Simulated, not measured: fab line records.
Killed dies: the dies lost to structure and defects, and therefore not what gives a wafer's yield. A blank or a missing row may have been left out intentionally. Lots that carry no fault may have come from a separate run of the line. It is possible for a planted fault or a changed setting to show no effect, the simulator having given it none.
Matching of chambers / flow sfqLine / 4 sister chambers for SFQ_TRILAYER_I4_CMP_CMP_100 on cmp-01
The step polishes SiO2. 4 wafers are shown with their chamber, then 10 later ones without.

## WAFERS, EACH WITH ITS CHAMBER
wafer=L367.2; chamber=3; motorCurrentA (A)=11.2
wafer=L370.5; chamber=1; motorCurrentA (A)=10.8
wafer=L373.1; chamber=2; motorCurrentA (A)=10.5
wafer=L373.3; chamber=0; motorCurrentA (A)=10.1

## WAFERS WITHOUT THEIR CHAMBER
wafer=L373.4; motorCurrentA (A)=10.8
wafer=L378.3; motorCurrentA (A)=9.7
wafer=L378.5; motorCurrentA (A)=10.7
wafer=L378.6; motorCurrentA (A)=10.5
wafer=L383.4; motorCurrentA (A)=11.2
wafer=L383.2; motorCurrentA (A)=10.4
wafer=L383.6; motorCurrentA (A)=9.9
wafer=L384.1; motorCurrentA (A)=9.8
wafer=L384.3; motorCurrentA (A)=10.7
wafer=L384.5; motorCurrentA (A)=9.5

## EACH ONE'S CHAMBER
wafer=L373.4; from the rows above=can't be placed: 1 or 2 or 3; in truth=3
wafer=L378.3; from the rows above=can't be placed: 0 or 2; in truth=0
wafer=L378.5; from the rows above=can't be placed: 1 or 2 or 3 or 0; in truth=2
wafer=L378.6; from the rows above=can't be placed: 2 or 1 or 0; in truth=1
wafer=L383.4; from the rows above=can't be placed: 3 or 1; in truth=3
wafer=L383.2; from the rows above=can't be placed: 2 or 0 or 1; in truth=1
wafer=L383.6; from the rows above=can't be placed: 0 or 2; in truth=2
wafer=L384.1; from the rows above=can't be placed: 0 or 2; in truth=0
wafer=L384.3; from the rows above=can't be placed: 1 or 2 or 3 or 0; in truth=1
wafer=L384.5; from the rows above=can't be placed: 0 or 2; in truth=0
0 of 10 placed correctly. Cannot be placed on the basis of these rows: 10; the candidates contain the true chamber in 10. 0 placed wrongly.
How it was worked out, from the rows above alone: a wafer's distance from a chamber is the root of the sum, over the readings, of the square of ((its reading less the chamber's mean) divided by the reading's scatter). If the next closest chamber is less than 2 further off than the closest, the wafer can't be placed; otherwise it belongs to the closest. A chamber's mean is the mean of its shown wafers. The scatter: with one shown wafer a chamber, the root of the mean of the squares of how far each hidden wafer lies from its nearest shown one.
